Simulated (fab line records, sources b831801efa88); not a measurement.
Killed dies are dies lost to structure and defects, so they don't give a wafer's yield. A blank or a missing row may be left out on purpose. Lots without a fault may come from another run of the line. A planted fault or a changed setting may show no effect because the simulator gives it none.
Chamber matching | flow sky130 | SKY_SONOS_ONO_ETCH_15 on rie_diel-04: 4 sister chambers
The step etches the open film in CHF3/O2, target depth 19.52 nm, time 7.8 s. 8 wafers are shown with their chamber, then 12 later ones without.

WAFERS WITH THEIR CHAMBER
wafer  | chamber | drypump_motor_current_A (A) | oes_product_au (a.u.)
L075.6 | 0       | 5.0                         | 0.983
L076.4 | 0       | 5.0                         | 1.003
L079.5 | 2       | 5.5                         | 1.002
L085.2 | 1       | 5.8                         | 1.015
L085.5 | 3       | 5.2                         | 0.991
L086.2 | 1       | 5.8                         | 1.012
L086.3 | 3       | 5.2                         | 0.992
L086.4 | 2       | 5.6                         | 0.999

WAFERS WITHOUT THEIR CHAMBER
wafer  | drypump_motor_current_A (A) | oes_product_au (a.u.)
L088.3 | 5.2                         | 1.004
L088.4 | 5.8                         | 1.024
L088.5 | 5.2                         | 1.016
L090.4 | 5.2                         | 1.001
L090.5 | 5.2                         | 1.003
L090.6 | 5.5                         | 1.000
L092.3 | 5.2                         | 1.007
L092.4 | 5.5                         | 1.008
L092.5 | 5.2                         | 1.015
L095.1 | 5.8                         | 1.022
L095.4 | 5.6                         | 0.996
L095.5 | 5.6                         | 1.004

WHICH CHAMBER EACH WENT THROUGH
wafer  | from the rows above | in truth
L088.3 | 3                   | 3
L088.4 | 1                   | 1
L088.5 | 3                   | 3
L090.4 | 3                   | 3
L090.5 | 3                   | 3
L090.6 | 2                   | 2
L092.3 | 3                   | 3
L092.4 | 2                   | 2
L092.5 | 3                   | 3
L095.1 | 1                   | 1
L095.4 | 2                   | 2
L095.5 | 2                   | 2
Placed correctly: 12 of 12. Can't be placed from these rows: 0. Placed wrongly: 0.
How it was worked out, from the rows above alone: a wafer's distance from a chamber is the root of the sum, over the readings, of the square of ((its reading less the chamber's mean) divided by the reading's scatter). The wafer belongs to the nearest chamber; if the next one is less than 2 further off, it can't be placed. A chamber's mean is the mean of its shown wafers. The scatter: the root of (the sum of the squares of (reading less its chamber's mean) over the shown wafers, divided by (wafers less chambers)).
